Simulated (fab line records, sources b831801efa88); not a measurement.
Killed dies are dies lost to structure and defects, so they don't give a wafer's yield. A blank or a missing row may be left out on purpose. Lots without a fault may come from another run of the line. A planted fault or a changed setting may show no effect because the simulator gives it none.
Chamber matching | flow gf180mcu | GF_V4_CVD_02 on pecvd-01: 3 sister chambers
The step deposits SiO2 from TEOS, target thk 850 nm, time 94.851 s. 6 wafers are shown with their chamber, then 8 later ones without.

WAFERS WITH THEIR CHAMBER
wafer  | chamber | heater_power_w (W)
L146.4 | 2       | 714
L146.5 | 0       | 667
L147.1 | 1       | 442
L147.3 | 0       | 653
L147.5 | 2       | 593
L149.2 | 1       | 403

WAFERS WITHOUT THEIR CHAMBER
wafer  | heater_power_w (W)
L149.3 | 739
L149.6 | 442
L150.2 | 685
L150.4 | 375
L150.6 | 591
L157.1 | 689
L157.4 | 380
L157.5 | 706

WHICH CHAMBER EACH WENT THROUGH
wafer  | from the rows above     | in truth
L149.3 | can't be placed: 0 or 2 | 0
L149.6 | 1                       | 1
L150.2 | can't be placed: 0 or 2 | 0
L150.4 | 1                       | 1
L150.6 | can't be placed: 2 or 0 | 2
L157.1 | can't be placed: 0 or 2 | 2
L157.4 | 1                       | 1
L157.5 | can't be placed: 0 or 2 | 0
Placed correctly: 3 of 8. Can't be placed from these rows: 5 (the true chamber is among the candidates in 5). Placed wrongly: 0.
How it was worked out, from the rows above alone: a wafer's distance from a chamber is the root of the sum, over the readings, of the square of ((its reading less the chamber's mean) divided by the reading's scatter). The wafer belongs to the nearest chamber; if the next one is less than 2 further off, it can't be placed. A chamber's mean is the mean of its shown wafers. The scatter: the root of (the sum of the squares of (reading less its chamber's mean) over the shown wafers, divided by (wafers less chambers)).
